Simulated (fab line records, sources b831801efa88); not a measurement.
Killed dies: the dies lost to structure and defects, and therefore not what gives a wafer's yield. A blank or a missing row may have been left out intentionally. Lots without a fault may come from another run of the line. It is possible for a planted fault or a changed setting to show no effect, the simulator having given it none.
fab line records    flow sky130
record lots=12  wafers=36  last_day=50
route steps=708 shown METAL3@566 METAL4@598 CAP2M@604 METAL5@664 PAD_OPEN@708
lots with no fault: from the same line, run without faults
start_h: the number of hours between the record's first day and the start of the first shown wafer of the lot    wait_h: hours from the lot's prior step to this one    " as in the row above    L1.1+2: several wafers, shown together as one row    - value missing, or start not given    * or withheld: withheld    < > ~ a bound
route shown NAME@n: a module of which the file shows steps, and the number in the route of the first    usual: the fault-free wafers' mean and standard deviation    same: alike in all rows    chamber/n: place in a boat    sites: the reading at each site    _std_site: standard deviation across them    _edge_site: outer sites' mean less inner sites'    radius_mm: for every site, how far away it sits from the centre of the wafer    mask NAME#n: copy n    behind: the tool/chamber that last shaped the wafer    hold: why the lot went on hold/how many hours it stayed there/how the hold came to an end    device: names the non-switching transistor (n, p or np)    end of line: at the end of the route, the tests of the same wafers    a step with no rows: only its recipe    killed: count of dies lost to structure and defects at first sort (not the wafer's yield)    map: shows each die of a wafer: x if killed, . if not, _ if none is there
set.NAME: the setting that was run; set.NAME@STEP: the one run at that earlier step    model.NAME: the simulator's own value behind a step, which no gauge read
a sample of lots followed through the steps of the route, with each step as a table and each wafer as a row
services: a tool's chamber out of use, with start hour (start_h, from the record's first day; less than 0 if before it), hours out, and reason
## steps
# step SKY_METAL3_ETCH_16
# recipe chemistry=N2/H2  target=BARC  ion_energy_ev=200  bias_w=100  pressure_mtorr=30  n2_flow_sccm=100  h2_flow_sccm=200  icp_w=500  stop_on=SiO2  time_s=88.2  target_depth_a=600
# usual drypump_motor_current_A=5.8/0.39  oes_product_au=0.625/0.0046  throttle_valve_pct=13.205/0.0086
lot.wafer  tool          chamber  start_h  wait_h  drypump_motor_current_A  oes_product_au  rf_hours_counter_h  throttle_valve_pct
L249.2     rie_metal-04  1        931.32   0.0     5.8                      0.619           6                   13.203
L249.3     "             0        "        "       5.7                      0.624           -                   13.193
L249.4     "             1        "        "       5.8                      0.626           -                   13.191
L250.1     rie_metal-01  1        935.07   0.0     5.1                      0.624           21                  13.209
L250.4     "             1        "        "       5.1                      0.629           -                   13.202
L250.5     "             1        "        "       5.1                      0.622           -                   13.210
L251.1     rie_metal-01  0        946.12   0.1     5.6                      0.628           10                  13.215
L251.2     "             0        "        "       5.6                      0.626           -                   13.197
L251.3     "             0        "        "       5.6                      0.618           -                   13.208
L252.2     rie_metal-04  0        952.21   0.0     5.7                      0.627           14                  13.198
L252.5     "             1        "        "       5.8                      0.620           -                   13.206
L252.6     "             0        "        "       5.7                      0.623           -                   13.202
L254.2     rie_metal-01  1        975.93   0.0     5.1                      0.626           1                   13.223
L254.4     "             0        "        "       5.6                      0.621           -                   13.195
L254.5     "             0        "        "       5.6                      0.623           -                   13.223
L255.1     rie_metal-02  0        994.69   0.0     6.0                      0.629           9                   13.204
L255.2     "             1        "        "       6.3                      0.623           4                   13.203
L255.4     "             1        "        "       6.3                      0.631           -                   13.195
L256.1     rie_metal-04  1        995.84   0.0     5.7                      0.621           9                   13.203
L256.4     "             0        "        "       5.6                      0.627           -                   13.214
L256.6     "             1        "        "       5.8                      0.629           -                   13.206
L257.1     rie_metal-02  1        999.29   0.0     6.4                      0.620           5                   13.214
L257.2     "             0        "        "       6.0                      0.624           9                   13.207
L257.3     "             0        "        "       6.0                      0.630           -                   13.207
L259.1     rie_metal-02  1        1005.92  0.0     6.4                      0.626           5                   13.199
L259.5     "             0        "        "       6.0                      0.616           -                   13.208
L259.6     "             1        "        "       6.4                      0.629           -                   13.201
L264.2     rie_metal-01  1        1033.46  0.0     5.1                      0.623           6                   13.208
L264.3     "             0        "        "       5.7                      0.628           -                   13.201
L264.4     "             1        "        "       5.1                      0.626           -                   13.211
L266.1     rie_metal-01  0        1040.49  0.0     5.6                      0.631           17                  13.207
L266.3     "             1        "        "       5.1                      0.623           -                   13.189
L266.6     "             1        "        "       5.1                      0.621           -                   13.199
L270.1     rie_metal-02  1        1066.94  0.1     6.3                      0.615           9                   13.217
L270.4     "             1        "        "       6.3                      0.620           -                   13.213
L270.5     "             1        "        "       6.3                      0.626           -                   13.213
# step SKY_METAL4_SPUTTER_00
# recipe material=Ti  target_thk_nm=15  power_w=3000  time_s=10  chamber_pressure_pa=0.4
# usual throttle_valve_pct=30.1/0.66
lot.wafer  tool            chamber  start_h  wait_h  throttle_valve_pct
L249.2     pvd_sputter-01  -        959.07   0.2     29.5
L249.3     "               -        "        "       29.7
L249.4     "               -        "        "       30.9
L250.1     pvd_sputter-01  -        962.87   0.1     30.2
L250.4     "               -        "        "       29.5
L250.5     "               -        "        "       31.1
L251.1     pvd_sputter-01  -        973.22   0.1     29.9
L251.2     "               -        "        "       30.3
L251.3     "               -        "        "       29.3
L252.2     pvd_sputter-03  -        978.87   0.2     29.2
L252.5     "               -        "        "       29.0
L252.6     "               -        "        "       30.3
L254.2     pvd_sputter-03  -        1002.83  0.2     30.2
L254.4     "               -        "        "       29.0
L254.5     "               -        "        "       30.7
L255.1     pvd_sputter-03  -        1021.21  0.1     30.6
L255.2     "               -        "        "       30.4
L255.4     "               -        "        "       30.1
L256.1     pvd_sputter-01  -        1022.71  0.1     30.6
L256.4     "               -        "        "       30.3
L256.6     "               -        "        "       30.3
L257.1     pvd_sputter-03  -        1025.79  0.2     30.6
L257.2     "               -        "        "       30.8
L257.3     "               -        "        "       29.4
L259.1     pvd_sputter-02  -        1032.76  0.2     29.3
L259.5     "               -        "        "       29.3
L259.6     "               -        "        "       30.3
L264.2     pvd_sputter-01  -        1058.99  0.2     29.5
L264.3     "               -        "        "       29.7
L264.4     "               -        "        "       30.1
L266.1     pvd_sputter-01  -        1066.04  0.1     29.5
L266.3     "               -        "        "       30.8
L266.6     "               -        "        "       29.5
L270.1     pvd_sputter-02  -        1092.23  0.1     29.2
L270.4     "               -        "        "       30.6
L270.5     "               -        "        "       29.5
# step SKY_CAP2M_THK_MEAS_01
# recipe reads=SiO2_of_CAP2M_CVD_00
# usual CAP2M_CVD_00_THK=15.47/0.21
lot.wafer  tool           chamber  start_h  wait_h  CAP2M_CVD_00_THK[nm]
L249.2     film_metro-03  -        959.25   -       15.43
L249.3     "              -        "        "       15.23
L249.4     "              -        "        "       15.70
L250.1     film_metro-03  -        963.04   -       15.25
L250.4     "              -        "        "       15.74
L250.5     "              -        "        "       15.54
L251.1     film_metro-03  -        973.40   -       15.42
L251.2     "              -        "        "       15.41
L251.3     "              -        "        "       15.71
L252.2     film_metro-04  -        979.06   -       15.53
L252.5     "              -        "        "       15.85
L252.6     "              -        "        "       15.78
L254.2     film_metro-02  -        1003.03  -       15.41
L254.4     "              -        "        "       15.69
L254.5     "              -        "        "       15.54
L255.1     film_metro-03  -        1021.39  -       15.31
L255.2     "              -        "        "       15.32
L255.4     "              -        "        "       15.60
L256.1     film_metro-04  -        1022.89  -       14.97
L256.4     "              -        "        "       15.71
L256.6     "              -        "        "       15.52
L257.1     film_metro-02  -        1025.98  -       15.33
L257.2     "              -        "        "       15.30
L257.3     "              -        "        "       15.67
L259.1     film_metro-03  -        1032.95  -       15.34
L259.5     "              -        "        "       15.46
L259.6     "              -        "        "       15.43
L264.2     film_metro-03  -        1059.17  -       15.52
L264.3     "              -        "        "       15.47
L264.4     "              -        "        "       15.69
L266.1     film_metro-02  -        1066.23  -       15.07
L266.3     "              -        "        "       15.35
L266.6     "              -        "        "       15.26
L270.1     film_metro-03  -        1092.41  -       15.09
L270.4     "              -        "        "       15.13
L270.5     "              -        "        "       15.38
# step SKY_METAL5_SPUTTER_03
# recipe material=Ti  target_thk_nm=5  power_w=3000  time_s=3.3  chamber_pressure_pa=0.4
# usual throttle_valve_pct=30.2/0.8
lot.wafer  tool            chamber  start_h  wait_h  throttle_valve_pct
L249.2     pvd_sputter-02  -        1033.82  0.0     30.5
L249.3     "               -        "        "       29.3
L249.4     "               -        "        "       31.6
L250.1     pvd_sputter-03  -        1038.45  0.0     30.7
L250.4     "               -        "        "       30.4
L250.5     "               -        "        "       30.6
L251.1     pvd_sputter-03  -        1047.12  0.0     30.7
L251.2     "               -        "        "       29.2
L251.3     "               -        "        "       30.8
L252.2     pvd_sputter-04  -        1052.57  0.0     30.0
L252.5     "               -        "        "       29.5
L252.6     "               -        "        "       30.6
L254.2     pvd_sputter-03  -        1075.42  0.0     29.4
L254.4     "               -        "        "       30.3
L254.5     "               -        "        "       30.8
L255.1     pvd_sputter-03  -        1092.07  0.0     30.4
L255.2     "               -        "        "       30.6
L255.4     "               -        "        "       30.3
L256.1     pvd_sputter-02  -        1092.63  0.0     30.5
L256.4     "               -        "        "       31.6
L256.6     "               -        "        "       29.6
L257.1     pvd_sputter-04  -        1096.40  0.0     28.8
L257.2     "               -        "        "       30.0
L257.3     "               -        "        "       30.6
L259.1     pvd_sputter-02  -        1102.67  0.0     29.6
L259.5     "               -        "        "       30.4
L259.6     "               -        "        "       31.7
L264.2     pvd_sputter-03  -        1126.25  0.0     30.8
L264.3     "               -        "        "       30.5
L264.4     "               -        "        "       30.8
L266.1     pvd_sputter-02  -        1131.27  0.0     30.2
L266.3     "               -        "        "       29.5
L266.6     "               -        "        "       29.6
L270.1     pvd_sputter-04  -        1156.42  0.0     28.6
L270.4     "               -        "        "       29.9
L270.5     "               -        "        "       31.2
# step SKY_PAD_OPEN_PROBE_99
# usual defect_limited_yield=82.3/2.2  killed_at_M0_to_M3=43/7.3  killed_at_M4_up=3.2/1.9  killed_at_contacts=25/5.4  killed_at_front_end=16/4.4  killed_at_other=0.4/0.66  killed_dies=87/11  killed_open=48/7.9  killed_short=39/6.5  sort_bin_3_pad_short=0.8/0.43  sort_bin_5_function=10.5/1.6  sort_bin_6_memory=6.4/1.2  sort_n_pass=405/11  sort_yield_pct=82.3/2.2
# same gross_dies=492  killed_at_back_side=0  sort_bin_4_leakage[%]=0  sort_bin_8_speed[%]=0
lot.wafer  tool       chamber  start_h  wait_h  hold                      defect_limited_yield[%]  killed_at_M0_to_M3  killed_at_M4_up  killed_at_contacts  killed_at_front_end  killed_at_other  killed_dies  killed_open  killed_short  sort_bin_3_pad_short[%]  sort_bin_5_function[%]  sort_bin_6_memory[%]  sort_n_pass  sort_yield_pct[%]
L250.1     prober-02  -        1107.52  0.1     -                         82.7                     35                  6                29                  14                   1                85           45           40            0.8                      9.1                     7.3                   407          82.7
L250.4     prober-02  -        1107.67  0.2     -                         81.3                     46                  2                27                  17                   0                92           55           37            1.4                      12.4                    4.9                   400          81.3
L250.5     prober-02  -        1107.72  0.2     -                         79.1                     52                  3                29                  19                   0                103          63           40            1.4                      12.2                    7.3                   389          79.1
L252.2     prober-02  -        1118.92  0.1     -                         84.8                     33                  5                25                  12                   0                75           46           29            0.6                      8.9                     5.7                   417          84.8
L252.5     prober-02  -        1119.07  0.2     -                         79.5                     41                  2                39                  19                   0                101          59           42            1.8                      12.2                    6.5                   391          79.5
L252.6     prober-02  -        1119.12  0.2     -                         80.5                     41                  3                35                  16                   1                96           58           38            0.4                      11.6                    7.5                   396          80.5
L254.2     prober-01  -        1140.47  0.1     -                         80.9                     43                  3                31                  17                   0                94           63           31            1.0                      12.8                    5.3                   398          80.9
L254.4     prober-01  -        1140.57  0.2     -                         78.7                     56                  6                28                  15                   0                105          56           49            1.2                      12.4                    7.7                   387          78.7
L254.5     prober-01  -        1140.62  0.2     -                         83.5                     43                  2                17                  19                   0                81           47           34            0                        10.0                    6.5                   411          83.5
L255.1     prober-02  -        1155.27  0.1     -                         82.3                     47                  4                18                  18                   0                87           53           31            0.4                      10.4                    6.9                   405          82.3
L255.2     prober-02  -        1155.32  0.1     -                         79.5                     58                  4                16                  22                   1                101          63           38            1.0                      12.0                    7.5                   391          79.5
L255.4     prober-02  -        1155.42  0.2     -                         84.8                     43                  4                11                  17                   0                75           33           40            1.6                      8.7                     4.9                   417          84.8
L256.1     prober-01  -        1156.22  0.1     -                         80.7                     44                  5                29                  17                   0                95           59           36            0.2                      12.6                    6.5                   397          80.7
L256.4     prober-01  -        1156.37  0.2     -                         82.7                     50                  2                16                  16                   1                85           49           36            0.8                      11.4                    5.1                   407          82.7
L256.6     prober-01  -        1156.47  0.2     -                         80.9                     43                  3                19                  28                   1                94           44           50            0.8                      12.2                    6.1                   398          80.9
L257.1     prober-02  -        1159.77  0.1     -                         81.1                     48                  4                24                  15                   2                93           55           37            1.2                      11.0                    6.7                   399          81.1
L257.2     prober-02  -        1159.82  0.1     -                         81.3                     47                  0                29                  15                   1                92           45           47            0.4                      10.6                    7.7                   400          81.3
L257.3     prober-02  -        1159.87  0.2     -                         80.3                     43                  4                27                  23                   0                97           57           40            0.4                      13.2                    6.1                   395          80.3
L259.1     prober-02  -        1165.50  0.1     -                         82.9                     41                  3                25                  15                   0                84           44           40            0.2                      10.8                    6.1                   408          82.9
L259.5     prober-02  -        1165.70  0.2     -                         85.0                     34                  0                23                  17                   0                74           39           35            0.8                      9.1                     5.1                   418          85.0
L259.6     prober-02  -        1165.75  0.2     -                         86.8                     29                  4                25                  7                    0                65           35           30            0.4                      8.3                     4.5                   427          86.8
L264.2     prober-01  -        1185.54  0.1     await_dispo/2.6h/release  75.0                     33                  54               21                  15                   0                123          38           30            3.7                      14.6                    6.7                   369          75.0
L264.3     prober-01  -        1185.59  0.2     await_dispo/2.6h/release  81.9                     26                  6                34                  23                   0                89           51           38            0.4                      11.0                    6.7                   403          81.9
L264.4     prober-01  -        1185.64  0.2     await_dispo/2.6h/release  83.9                     36                  0                33                  10                   0                79           34           44            1.4                      10.0                    4.7                   413          83.9
L266.1     prober-02  -        1189.46  0.1     -                         87.4                     29                  2                23                  8                    0                62           29           33            1.0                      7.1                     4.5                   430          87.4
L266.3     prober-02  -        1189.56  0.2     -                         83.9                     40                  3                25                  10                   1                79           49           29            1.6                      9.8                     4.7                   413          83.9
L266.6     prober-02  -        1189.71  0.2     -                         82.9                     42                  1                24                  17                   0                84           43           41            0.8                      10.8                    5.5                   408          82.9
# killed by level:class
L250.1 VIA1:geometric_particle:open=11 CONTACT:geometric_particle:open=11 FIELD_ISO:geometric_particle:open=6 VIA2:geometric_particle:open=5 LI_CONTACT:geometric_particle:open=5 CONTACT:geometric_particle:short=5 METAL3:geometric_particle:short=5 METAL4:geometric_particle:short=5
L250.4 VIA2:geometric_particle:open=12 CONTACT:geometric_particle:open=11 LI_CONTACT:geometric_particle:open=8 METAL2:geometric_particle:short=8 VIA1:geometric_particle:open=7 FIELD_ISO:geometric_particle:open=6 CONTACT:geometric_particle:short=6 METAL1:geometric_particle:short=6
L250.5 VIA1:geometric_particle:open=16 CONTACT:geometric_particle:open=13 LI_CONTACT:geometric_particle:open=9 VIA2:geometric_particle:open=7 METAL2:geometric_particle:short=6 FIELD_ISO:geometric_particle:short=5 VIA3:geometric_particle:short=5 VIA1:geometric_particle:short=5
L252.2 CONTACT:geometric_particle:open=12 VIA1:geometric_particle:open=7 VIA3:geometric_particle:open=6 LI_CONTACT:geometric_particle:short=5 METAL1:geometric_particle:short=5 VIA1:geometric_particle:short=5 FIELD_ISO:geometric_particle:short=4 LI_CONTACT:geometric_particle:open=4
L252.5 LI_CONTACT:geometric_particle:open=13 CONTACT:geometric_particle:open=9 VIA1:geometric_particle:open=9 FIELD_ISO:geometric_particle:open=8 VIA2:geometric_particle:open=8 CONTACT:geometric_particle:short=7 LOCAL_INTERCONNECT:geometric_particle:short=5 VIA1:geometric_particle:short=5
L252.6 LI_CONTACT:geometric_particle:open=15 VIA1:geometric_particle:open=9 VIA3:geometric_particle:open=8 CONTACT:geometric_particle:short=7 CONTACT:geometric_particle:open=7 METAL1:geometric_particle:short=6 FIELD_ISO:geometric_particle:open=5 POLY_GATE:geometric_particle:open=4
L254.2 VIA1:geometric_particle:open=12 VIA2:geometric_particle:open=11 CONTACT:geometric_particle:open=9 VIA3:geometric_particle:open=8 LI_CONTACT:geometric_particle:open=7 LOCAL_INTERCONNECT:geometric_particle:short=6 FIELD_ISO:geometric_particle:short=5 CONTACT:geometric_particle:short=5
L254.4 VIA1:geometric_particle:open=14 CONTACT:geometric_particle:open=11 VIA1:geometric_particle:short=8 VIA3:geometric_particle:open=8 LI_CONTACT:geometric_particle:open=7 LOCAL_INTERCONNECT:geometric_particle:short=6 VIA2:geometric_particle:open=6 METAL4:geometric_particle:short=6
L254.5 VIA1:geometric_particle:open=14 CONTACT:geometric_particle:open=9 VIA2:geometric_particle:open=7 FIELD_ISO:geometric_particle:open=5 POLY_GATE:geometric_particle:open=5 FIELD_ISO:geometric_particle:short=4 POLY_GATE:geometric_particle:short=4 METAL1:geometric_particle:short=4
L255.1 VIA1:geometric_particle:open=12 VIA2:geometric_particle:open=9 CONTACT:geometric_particle:open=8 VIA3:geometric_particle:open=8 FIELD_ISO:geometric_particle:open=7 FIELD_ISO:geometric_particle:short=5 VIA1:geometric_particle:short=4 LI_CONTACT:geometric_particle:open=4
L255.2 VIA1:geometric_particle:open=17 VIA3:geometric_particle:open=9 POLY_GATE:geometric_particle:open=8 LI_CONTACT:geometric_particle:open=8 VIA1:geometric_particle:short=8 VIA2:geometric_particle:open=7 POLY_GATE:geometric_particle:short=6 FIELD_ISO:geometric_particle:short=4
L255.4 FIELD_ISO:geometric_particle:open=7 METAL1:geometric_particle:short=7 FIELD_ISO:geometric_particle:short=6 VIA1:geometric_particle:open=5 VIA2:geometric_particle:open=5 VIA3:geometric_particle:open=5 METAL4:geometric_particle:short=4 CONTACT:geometric_particle:short=4
L256.1 VIA1:geometric_particle:open=13 CONTACT:geometric_particle:open=12 LI_CONTACT:geometric_particle:open=11 FIELD_ISO:geometric_particle:open=5 VIA3:geometric_particle:short=5 METAL4:geometric_particle:short=5 FIELD_ISO:geometric_particle:short=4 METAL2:geometric_particle:short=4
L256.4 VIA1:geometric_particle:open=13 VIA2:geometric_particle:open=7 FIELD_ISO:geometric_particle:open=6 METAL2:geometric_particle:short=6 VIA3:geometric_particle:open=6 FIELD_ISO:geometric_particle:short=5 CONTACT:geometric_particle:open=4 METAL1:geometric_particle:short=4
L256.6 FIELD_ISO:geometric_particle:open=8 VIA1:geometric_particle:short=7 FIELD_ISO:geometric_particle:short=6 LI_CONTACT:geometric_particle:open=6 METAL2:geometric_particle:short=6 CONTACT:geometric_particle:open=5 VIA3:geometric_particle:short=5 METAL1:geometric_particle:short=5
L257.1 VIA3:geometric_particle:open=10 VIA1:geometric_particle:open=9 LI_CONTACT:geometric_particle:open=8 CONTACT:geometric_particle:open=8 VIA2:geometric_particle:open=8 FIELD_ISO:geometric_particle:open=7 FIELD_ISO:geometric_particle:short=5 LOCAL_INTERCONNECT:geometric_particle:short=5
L257.2 FIELD_ISO:geometric_particle:short=10 CONTACT:geometric_particle:open=10 VIA1:geometric_particle:open=9 CONTACT:geometric_particle:short=8 VIA3:geometric_particle:open=8 LI_CONTACT:geometric_particle:open=6 METAL1:geometric_particle:short=6 VIA2:geometric_particle:open=5
L257.3 VIA1:geometric_particle:open=11 CONTACT:geometric_particle:open=10 FIELD_ISO:geometric_particle:open=9 VIA3:geometric_particle:open=8 FIELD_ISO:geometric_particle:short=7 LI_CONTACT:geometric_particle:open=7 CONTACT:geometric_particle:short=6 VIA1:geometric_particle:short=6
L259.1 VIA2:geometric_particle:open=8 LI_CONTACT:geometric_particle:open=7 VIA1:geometric_particle:open=6 VIA3:geometric_particle:open=6 POLY_GATE:geometric_particle:open=5 LI_CONTACT:geometric_particle:short=5 METAL2:geometric_particle:short=5 CONTACT:geometric_particle:short=5
L259.5 LI_CONTACT:geometric_particle:open=7 CONTACT:geometric_particle:open=7 VIA1:geometric_particle:open=7 POLY_GATE:geometric_particle:short=6 VIA1:geometric_particle:short=5 VIA3:geometric_particle:open=5 VIA2:geometric_particle:open=5 LOCAL_INTERCONNECT:geometric_particle:short=4
L259.6 CONTACT:geometric_particle:open=10 LI_CONTACT:geometric_particle:open=7 VIA3:geometric_particle:open=6 CONTACT:geometric_particle:short=5 METAL1:geometric_particle:short=4 METAL3:geometric_particle:short=4 LOCAL_INTERCONNECT:geometric_particle:short=3 VIA1:geometric_particle:open=3
L264.2 METAL5:unspecified=53 CONTACT:geometric_particle:open=7 VIA1:geometric_particle:open=7 VIA3:geometric_particle:open=6 POLY_GATE:geometric_particle:short=5 LI_CONTACT:geometric_particle:open=5 LOCAL_INTERCONNECT:geometric_particle:short=5 VIA2:geometric_particle:short=5
L264.3 CONTACT:geometric_particle:open=13 LI_CONTACT:geometric_particle:open=11 VIA1:geometric_particle:open=6 CONTACT:geometric_particle:short=5 METAL4:geometric_particle:short=5 VIA3:geometric_particle:open=5 FIELD_ISO:geometric_particle:short=4 POLY_GATE:geometric_particle:short=4
L264.4 CONTACT:geometric_particle:short=13 LI_CONTACT:geometric_particle:open=9 METAL2:geometric_particle:short=6 LOCAL_INTERCONNECT:geometric_particle:short=6 CONTACT:geometric_particle:open=5 METAL1:geometric_particle:short=5 VIA1:geometric_particle:open=5 VIA2:geometric_particle:short=5
L266.1 METAL2:geometric_particle:short=7 LI_CONTACT:geometric_particle:open=7 CONTACT:geometric_particle:open=6 CONTACT:geometric_particle:short=6 VIA1:geometric_particle:short=5 VIA2:geometric_particle:open=5 VIA1:geometric_particle:open=4 VIA2:geometric_particle:short=2
L266.3 CONTACT:geometric_particle:open=11 VIA3:geometric_particle:open=11 VIA1:geometric_particle:open=8 LI_CONTACT:geometric_particle:open=7 VIA2:geometric_particle:open=7 FIELD_ISO:geometric_particle:short=4 CONTACT:geometric_particle:short=4 METAL2:geometric_particle:short=4
L266.6 CONTACT:geometric_particle:open=9 VIA3:geometric_particle:open=7 FIELD_ISO:geometric_particle:short=6 METAL2:geometric_particle:short=6 VIA3:geometric_particle:short=6 LI_CONTACT:geometric_particle:open=5 LOCAL_INTERCONNECT:geometric_particle:short=5 VIA1:geometric_particle:open=5
## services
tool            chamber  start_h  hours  kind
pvd_sputter-03  -        945.43   2.0    repair
pvd_sputter-04  -        952.73   1.8    repair
rie_metal-02    0        969.77   6.8    repair
pvd_sputter-01  -        978.88   1.9    repair
pvd_sputter-01  1        992.26   -      consumable_replace:kit
pvd_sputter-01  1        992.26   18.0   scheduled_down
pvd_sputter-01  1        992.26   18.0   vent_cycle
rie_metal-01    -        996.34   1.4    pm
pvd_sputter-03  3        1004.08  -      consumable_replace:kit
pvd_sputter-03  3        1004.08  18.0   scheduled_down
pvd_sputter-03  3        1004.08  18.0   vent_cycle
rie_metal-04    0        1059.27  17.3   repair
pvd_sputter-03  -        1059.53  7.7    repair
rie_metal-02    0        1064.53  2.9    repair
pvd_sputter-04  -        1080.32  1.3    repair
pvd_sputter-03  2        1102.09  -      consumable_replace:kit
pvd_sputter-03  2        1102.09  18.0   scheduled_down
pvd_sputter-03  2        1102.09  18.0   vent_cycle
pvd_sputter-01  0        1126.71  -      consumable_replace:kit
pvd_sputter-01  0        1126.71  18.0   scheduled_down
pvd_sputter-03  -        1129.17  2.1    repair
pvd_sputter-04  -        1138.66  5.1    repair
rie_metal-01    0        1138.88  10.9   repair
rie_metal-01    1        1143.19  13.2   repair
## key
first_sign step=SKY_PAD_OPEN_PROBE_99  reading=killed_at_M4_up  direction=up  sigmas=27  usual=3.2  struck=54
effect step=SKY_PAD_OPEN_PROBE_99  reading=sort_bin_3_pad_short  direction=up  sigmas=6.6  usual=0.8  struck=3.7
met_at SKY_METAL5_SPUTTER_03
struck_lots L264
struck_wafers L264.2
not_acting_at SKY_METAL3_ETCH_16,SKY_METAL4_SPUTTER_00,SKY_CAP2M_THK_MEAS_01
onset_between 1092.07 1126.25
fault kind=chamber_particle_source  tool=pvd_sputter-03  chamber=-  onset_h=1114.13  steps=SKY_METAL5_SPUTTER_03  rate_per_visit_cm2=1.1192  end_h=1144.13  scope=struck_wafers_only
